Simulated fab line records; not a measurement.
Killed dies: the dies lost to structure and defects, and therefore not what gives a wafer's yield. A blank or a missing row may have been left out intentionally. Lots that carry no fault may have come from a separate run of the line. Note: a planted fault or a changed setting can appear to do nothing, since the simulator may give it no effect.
Problem report in the 8D (eight disciplines) form, filled by code | flow gf180mcu | the parts of the form that need people (team, actions taken, sign-off) are left out

## 1. WHAT WENT WRONG
Mean POLY_GATE_CVD_00_THK at GF_POLY_GATE_THK_MEAS_01: 143.7 nm over 6 wafers in 2 lots; fault-free wafers: 199.9 nm, standard deviation 2. That puts it -28 standard deviations away from the usual mean.
Earliest sighting: wafer L421.3 on film_metro-04 at day 13 04:10. The record holds 33 wafers of 11 lots with a number at this step. By rule, "out" or "out of limits" means more than 4 standard deviations away from the usual mean. The other wafers with a number count as sound.

## 2. WHAT IT IS AND WHAT IT IS NOT
question                    | is                     | is not
which readings at this step | POLY_GATE_CVD_00_THK   | -
which lots                  | L421, L422             | L408, L409, L412, L414, L415, L416, L425, L426, L428
which wafers of those lots  | all that have a number | -
read on which gauges        | film_metro-04          | film_metro-01, film_metro-02
when                        | from day 13 04:10      | up to then (18 sound wafers); but 9 sound wafers of L425, L426, L428 came after

## 3. THE SUSPECTS, EACH WITH WHAT RULES IT OUT
Counting: a tool stays on the suspect list if, at a process step up to the reading, it processed all lots that are out and no sound lot following the first of them.
- the gauge at GF_POLY_GATE_THK_MEAS_01 is ruled out. All the wafers that are out were read on film_metro-04, but those of them that GF_POLY_GATE_ETCH_13 has rows for are out there too, on other tools.
- plasma_asher-01 at GF_NWELL_STRIP_10 (strips in O2/N2): kept. All lots that are out passed through it, beginning with L421 at day 6 22:17, and no sound lot followed; its final sound lot before that point was L414 at day 5 10:07.
- lpcvd-01 at GF_POLY_GATE_CVD_00 (deposits poly-Si, target thk 200 nm, time 1200 s): kept. All lots that are out passed through it, beginning with L421 at day 13 02:49, and no sound lot followed; its final sound lot before that point was L416 at day 11 15:58.
Left after counting: plasma_asher-01 at GF_NWELL_STRIP_10, lpcvd-01 at GF_POLY_GATE_CVD_00.

## 4. THE CAUSE (what the simulator had put in)
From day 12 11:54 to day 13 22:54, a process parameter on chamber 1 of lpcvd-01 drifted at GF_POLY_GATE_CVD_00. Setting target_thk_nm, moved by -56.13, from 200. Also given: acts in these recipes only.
This tool is one of the 2 suspects left after counting.

## 5. THE CHAIN OF EFFECTS, in route order
Each row: a reading whose mean over the struck wafers that have a number lies more than 3 standard deviations from the usual. Only readings whose record carries a usual standard deviation are examined. hours: median over the lots of the time between each lot's start at the first step of this table that gives one and its start at this step. sigmas: the change, counted in usual standard deviations.
hours | step                     | reading              | usual      | on struck wafers | change | sigmas
0     | GF_POLY_GATE_THK_MEAS_01 | POLY_GATE_CVD_00_THK | 199.9 nm   | 143.7            | -56.2  | -28
20    | GF_POLY_GATE_ETCH_13     | oes_product_au       | 0.987 a.u. | 0.797            | -0.190 | -26
The process steps in it:
- GF_POLY_GATE_ETCH_13: etches poly-Si in HBr/Cl2, stops on SiO2, target depth 198.5 nm, time 69.6 s.

## 6. HOW IT WOULD HAVE BEEN CAUGHT EARLIER
16 hours passed between the start of the fault at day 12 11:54 and the first reading out of limits at a measuring or inspecting step in this record, taken at day 13 04:10.
No tool reading at GF_POLY_GATE_CVD_00 that has a usual standard deviation in the record was out on any struck wafer, so an alarm limit of 4 standard deviations on those readings would not have fired.
Lots out: 2; of these, L422 started GF_POLY_GATE_CVD_00 on lpcvd-01 after day 13 04:10. Putting the tool on hold at that point would have spared it.
